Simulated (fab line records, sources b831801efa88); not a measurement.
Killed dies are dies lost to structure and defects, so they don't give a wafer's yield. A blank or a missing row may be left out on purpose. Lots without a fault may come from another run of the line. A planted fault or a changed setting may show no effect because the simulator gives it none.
Chamber matching | flow sky130 | SKY_VIA2_CMP_24 on cmp-01: 4 sister chambers
The step polishes, stops on SiO2, t overpolish 20 s, target thk 0 nm. 14 wafers are shown with their chamber, then 7 later ones without.

WAFERS WITH THEIR CHAMBER
wafer  | chamber | motor_current_A (A) | time_to_endpoint_s (s)
L535.2 | 1       | 11.5                | 107
L535.3 | 2       | 10.4                | 105
L535.5 | 0       | 13.2                | 105
L538.1 | 2       | 10.9                | 101
L538.2 | 1       | 11.0                | 102
L538.3 | 3       | 11.9                | 100
L544.1 | 0       | 13.0                | 103
L544.4 | 1       | 10.8                | 101
L544.5 | 2       | 10.9                | 100
L552.1 | 0       | 12.0                | 101
L552.3 | 2       | 10.3                | 97
L552.5 | 0       | 12.3                | 99
L556.6 | 0       | 12.8                | 98
L557.1 | 0       | 12.1                | 97

SIGNATURES (means of the wafers above)
reading            | chamber 0 | chamber 1 | chamber 2 | chamber 3 | scatter within a chamber
motor_current_A    | 12.567    | 11.100    | 10.625    | 11.900    | 0.427
time_to_endpoint_s | 100.50    | 103.33    | 100.75    | 100.00    | 3.18
Rule: a wafer's distance from a chamber is the root of the sum, over the readings, of the square of ((its reading less the chamber's mean) divided by the reading's scatter). The wafer belongs to the nearest chamber; if the next one is less than 2 further off, it can't be placed. The scatter: the root of (the sum of the squares of (reading less its chamber's mean) over the shown wafers, divided by (wafers less chambers)).

WAFERS WITHOUT THEIR CHAMBER
wafer  | motor_current_A (A) | time_to_endpoint_s (s)
L557.3 | 11.0                | 92
L555.1 | 12.7                | 98
L555.4 | 11.1                | 95
L555.5 | 12.8                | 97
L558.2 | 12.9                | 95
L558.3 | 11.8                | 94
L558.5 | 10.9                | 98

WHICH CHAMBER EACH WENT THROUGH
wafer  | from the rows above               | in truth
L557.3 | can't be placed: 2 or 3 or 1 or 0 | 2
L555.1 | can't be placed: 0 or 3           | 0
L555.4 | can't be placed: 2 or 3 or 1 or 0 | 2
L555.5 | can't be placed: 0 or 3           | 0
L558.2 | can't be placed: 0 or 3           | 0
L558.3 | can't be placed: 3 or 0 or 1 or 2 | 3
L558.5 | can't be placed: 2 or 1 or 3      | 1
Placed correctly: 0 of 7. Can't be placed from these rows: 7 (the true chamber is among the candidates in 7). Placed wrongly: 0.
